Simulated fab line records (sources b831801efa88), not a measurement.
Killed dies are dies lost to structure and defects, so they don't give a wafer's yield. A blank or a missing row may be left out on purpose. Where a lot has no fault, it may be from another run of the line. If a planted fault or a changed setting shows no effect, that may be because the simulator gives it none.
Problem report in the 8D (eight disciplines) form, filled by code || flow sky130 || the parts of the form that need people (team, actions taken, sign-off) are left out

== 1. THE ISSUE ==
SD_N_RS at SKY_SD_N_RS_MEAS_16 reads a mean of 63.27 ohm/sq on 6 wafers of 2 lots; wafers without a fault read 68.57 ohm/sq with a standard deviation of 0.12. Measured from the usual mean, that is -44 standard deviations.
The step: measures by four-point-probe.
Earliest sighting: wafer L946.3 on film-metro-01 at day 31 23:08. The record has a number at this step for 39 wafers belonging to 13 lots. Rule for "out" (also "out of limits"): further than 4 standard deviations from the usual mean. The other wafers with a number count as sound.

== 2. WHAT IT IS; WHAT IT IS NOT ==
{"question": "which readings at this step", "is": "SD_N_RS", "is not": "-"}
{"question": "which lots", "is": "L946, L948", "is not": "L933, L934, L935, L938, L940, L942, L943, L944, L945, L954, L956"}
{"question": "which wafers of those lots", "is": "all that have a number", "is not": "-"}
{"question": "read on which gauges", "is": "film-metro-01, film-metro-02", "is not": "film-metro-03"}
{"question": "when", "is": "from day 31 23:08", "is not": "up to then (27 sound wafers); but 6 sound wafers of L954, L956 came after"}

== 3. WHAT RULES OUT EACH SUSPECT ==
Counting: a tool at a process step up to the reading stays a suspect if it ran every lot that is out and no sound lot after the first of them.
- the gauge at SKY_SD_N_RS_MEAS_16: ruled out. 2 gauges (film-metro-01, film-metro-02) read the wafers that are out.
- rtp-anneal-02 at SKY_SD_N_RTA_14 (time 2 s): ruled out as a lasting fault. Sound lots L956 ran on it after its first lot that is out, L946 (day 31 22:57).
Left after counting: nothing in the record.

== 4. THE CAUSE (what the simulator had put in) ==
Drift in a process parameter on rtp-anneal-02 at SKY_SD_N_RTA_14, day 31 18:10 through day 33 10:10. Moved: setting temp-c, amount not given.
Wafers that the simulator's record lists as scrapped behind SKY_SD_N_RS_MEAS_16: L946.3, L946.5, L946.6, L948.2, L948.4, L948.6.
It was ruled out by counting, in error; the rule expects a fault to strike all lots run on its tool from its start on, and this fault did not.

== 5. THE CHAIN OF EFFECTS, in route order ==
One row per reading whose mean, taken over the struck wafers that have a number, lies over 3 standard deviations from the usual. Scope: only readings with a usual standard deviation given in the record; hours: median across lots of the time from each lot's start at the first step in this table that gives one to its start at this step; sigmas: change in usual standard deviations.
{"hours": 0, "step": "SKY_SD_N_RTA_14", "reading": "lamp-power-pct", "usual": "15.74 %", "on struck wafers": 16.54, "change": "+0.80", "sigmas": "+15"}
{"hours": 0, "step": "SKY_SD_N_RTA_14", "reading": "wafer_temp_C_max", "usual": 1078.1, "on struck wafers": 1107.9, "change": "+29.8", "sigmas": "+20"}
{"hours": 0, "step": "SKY_SD_N_RS_MEAS_16", "reading": "SD_N_RS", "usual": "68.57 ohm/sq", "on struck wafers": 63.27, "change": -5.30, "sigmas": -44}
Process steps it contains:
- SKY_SD_N_RTA_14: time 2 s.

== 6. WHAT WOULD HAVE CAUGHT IT SOONER ==
5 hours passed between the start of the fault at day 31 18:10 and the first reading out of limits at a measuring or inspecting step in this record, taken at day 31 23:08.
At SKY_SD_N_RTA_14, the tool's own readings (lamp-power-pct, wafer_temp_C_max) were out on each struck wafer the step has a row for, so an alarm limit on them would have fired on the first such wafer.
